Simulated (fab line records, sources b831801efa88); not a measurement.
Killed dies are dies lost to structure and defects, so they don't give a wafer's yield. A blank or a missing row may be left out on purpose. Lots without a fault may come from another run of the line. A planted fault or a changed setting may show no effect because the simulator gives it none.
Which tool did it? | flow gf180mcu | 13 lots, 39 wafers sampled, at 4 steps of a route of 602

WHAT THE GAUGES READ, wafer by wafer
GF_VT_IMPLANT_RS_MEAS_49: measures by four-point-probe. Usual: MVPSD_RS 1169 ohm/sq, standard deviation 3.1.
lot  | measured     | on            | MVPSD_RS (ohm/sq) | flag
L993 | day 7 14:34  | film_metro-02 | 1174 1172 1172    |
L994 | day 7 20:48  | film_metro-02 | 1170 1169 1170    |
L995 | day 7 23:00  | film_metro-02 | 1165 1171 1166    |
L997 | day 8 16:08  | film_metro-04 | 1162 1167 1166    |
L998 | day 8 20:57  | film_metro-02 | 1162 1164 1168    |
L999 | day 9 03:51  | film_metro-03 | 1171 1172 1171    |
L102 | day 10 02:22 | film_metro-02 | 1171 1171 1173    |
L108 | day 11 17:36 | film_metro-04 | 1215 1214 1211    | OFF
L109 | day 12 03:02 | film_metro-04 | 1209 1211 1209    | OFF
L111 | day 12 14:01 | film_metro-04 | 1173 1172 1169    |
L113 | day 13 05:19 | film_metro-04 | 1174 1170 1168    |
L114 | day 13 10:27 | film_metro-02 | 1165 1165 1167    |
L115 | day 13 16:36 | film_metro-03 | 1170 1168 1169    |

GF_V1_BOW_MEAS_05. Usual: V1_BOW 81 um, standard deviation 6.9.
lot  | measured     | on            | V1_BOW (um) | flag
L993 | day 17 00:42 | film_metro-04 | 76 78 77    |
L994 | day 17 11:49 | film_metro-02 | 80 90 77    |
L995 | day 17 16:14 | film_metro-04 | 80 83 67    |
L997 | day 18 12:07 | film_metro-04 | 85 85 89    |
L998 | day 18 20:39 | film_metro-04 | 75 77 74    |
L999 | day 19 06:59 | film_metro-01 | 94 86 92    |
L102 | day 20 12:14 | film_metro-02 | 78 86 72    |
L108 | day 22 21:16 | film_metro-01 | 83 81 79    |
L109 | day 23 06:09 | film_metro-01 | 89 82 84    |
L111 | day 23 18:55 | film_metro-02 | 69 75 66    |
L113 | day 24 08:50 | film_metro-02 | 96 81 71    |
L114 | day 24 13:53 | film_metro-01 | 79 76 77    |
L115 | day 24 21:08 | film_metro-04 | 78 83 81    |

WHICH TOOL RAN EACH LOT (tool, then ch and the chambers of the sampled wafers, then the start)
lot  | GF_MVPSD_IMPLANT_09             | GF_V1_CMP_04
L993 | implanter-01 ch 0, day 5 01:44  | cmp-02 ch 1,2, day 17 00:23
L994 | implanter-02 ch 0, day 5 06:40  | cmp-01 ch 0,2,3, day 17 11:33
L995 | implanter-01 ch 0, day 5 08:53  | cmp-02 ch 0,1,2, day 17 16:02
L997 | implanter-03 ch 0, day 5 23:25  | cmp-01 ch 0,1, day 18 11:48
L998 | implanter-03 ch 0, day 6 04:43  | cmp-01 ch 1,2, day 18 20:21
L999 | implanter-03 ch 0, day 6 11:41  | cmp-01 ch 0,1,2, day 19 06:47
L102 | implanter-01 ch 0, day 7 06:17  | cmp-02 ch 0,1, day 20 11:53
L108 | implanter-03 ch 0, day 8 17:20  | cmp-02 ch 0,1,2, day 22 20:57
L109 | implanter-03 ch 0, day 9 00:57  | cmp-01 ch 2,3, day 23 05:51
L111 | implanter-01 ch 0, day 9 11:18  | cmp-02 ch 1,2,3, day 23 18:37
L113 | implanter-01 ch 0, day 10 01:05 | cmp-01 ch 0,1,2, day 24 08:32
L114 | implanter-01 ch 0, day 10 05:50 | cmp-01 ch 1,2,3, day 24 13:40
L115 | implanter-02 ch 0, day 10 11:24 | cmp-02 ch 1,2, day 24 20:50
- GF_MVPSD_IMPLANT_09
- GF_V1_CMP_04: polishes SiO2.

WHAT THE TOOLS THEMSELVES READ (means of the sampled wafers that have a number; where no wafer has one, the mark that the record gives instead)
GF_MVPSD_IMPLANT_09. Usual: beam_on_s 10.00 s, standard deviation 0.2; faraday_current_uA 28.2, standard deviation 0.56.
lot  | tool         | beam_on_s (s) | faraday_current_uA | flag
L993 | implanter-01 | 10.03         | 28.1               |
L994 | implanter-02 | 9.90          | 28.5               |
L995 | implanter-01 | 9.80          | 28.7               |
L997 | implanter-03 | 10.20         | 27.6               |
L998 | implanter-03 | 10.02         | 28.2               |
L999 | implanter-03 | 10.02         | 28.1               |
L102 | implanter-01 | 9.84          | 28.7               |
L108 | implanter-03 | 8.26          | 34.1               | OFF
L109 | implanter-03 | 8.11          | 34.8               | OFF
L111 | implanter-01 | 9.97          | 28.4               |
L113 | implanter-01 | 10.14         | 27.7               |
L114 | implanter-01 | 10.07         | 28.1               |
L115 | implanter-02 | 10.18         | 27.7               |

GF_V1_CMP_04. Usual: head_pressure_psi 3.999 psi, standard deviation 0.0094; motor_current_A 11.9 A, standard deviation 1.2; slurry_filter_dp_kPa 13.51 kPa, standard deviation 0.14; time_to_endpoint_s 81 s, standard deviation 4.8.
lot  | tool   | head_pressure_psi (psi) | motor_current_A (A) | slurry_filter_dp_kPa (kPa) | time_to_endpoint_s (s) | flag
L993 | cmp-02 | 4.008                   | 12.0                | 13.52                      | 84                     |
L994 | cmp-01 | 3.997                   | 10.8                | 13.52                      | 84                     |
L995 | cmp-02 | 3.986                   | 12.3                | 13.54                      | 82                     |
L997 | cmp-01 | 3.995                   | 11.0                | 13.61                      | 80                     |
L998 | cmp-01 | 4.010                   | 10.8                | 13.66                      | 85                     |
L999 | cmp-01 | 3.995                   | 10.9                | 13.52                      | 80                     |
L102 | cmp-02 | 3.998                   | 13.2                | 13.44                      | 84                     |
L108 | cmp-02 | 3.992                   | 12.2                | 13.59                      | 78                     |
L109 | cmp-01 | 4.000                   | 10.7                | 13.53                      | 87                     |
L111 | cmp-02 | 4.000                   | 12.9                | 13.51                      | 79                     |
L113 | cmp-01 | 3.999                   | 11.1                | 13.49                      | 85                     |
L114 | cmp-01 | 4.004                   | 11.1                | 13.48                      | 85                     |
L115 | cmp-02 | 3.996                   | 12.0                | 13.67                      | 79                     |

THE ANSWER, worked out from the rows above alone
Rule: a lot is off if the mean of its wafers that have a number lies more than 3 standard deviations from the usual mean. A lot without any number at a reading at which 4 lots or more have one is off too. The other lots that the step has rows for count as sound. The gauges are gone through in route order, then the tools' own readings, and for those a lot's mean is taken as printed above. The first step at which some lot is off is used, and at that step the reading that is off furthest; a lot without a number counts as furthest.
Off: L108, L109, at GF_VT_IMPLANT_RS_MEAS_49 (MVPSD_RS).
A tool fits if, at a process step before that reading, it ran every lot that is off, and no sound lot after the first of them. The gauges at GF_VT_IMPLANT_RS_MEAS_49 aren't tried: what is off there is off at GF_MVPSD_IMPLANT_09 too, on other tools, and a gauge's error can't cause that. One fits: implanter-03 at GF_MVPSD_IMPLANT_09. Its last sound lot is L999 (day 6 11:41), its first lot that is off L108 (day 8 17:20): a fault that began between those two fits.
The tool's own readings at GF_MVPSD_IMPLANT_09 bear it out: on the lots that are off they differ by more than 5 times the standard deviation of the sound lots' means. beam_on_s reads 8.18 s there against 10.02 s on the sound lots; faraday_current_uA reads 34.5 there against 28.2 on the sound lots.

WHAT THE SIMULATOR HAD PUT IN
Process parameter drift: implanter-03, from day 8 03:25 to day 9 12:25, at GF_MVPSD_IMPLANT_09. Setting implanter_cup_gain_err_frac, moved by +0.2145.
Lots struck among those shown: L108, L109. The rule above found the same.
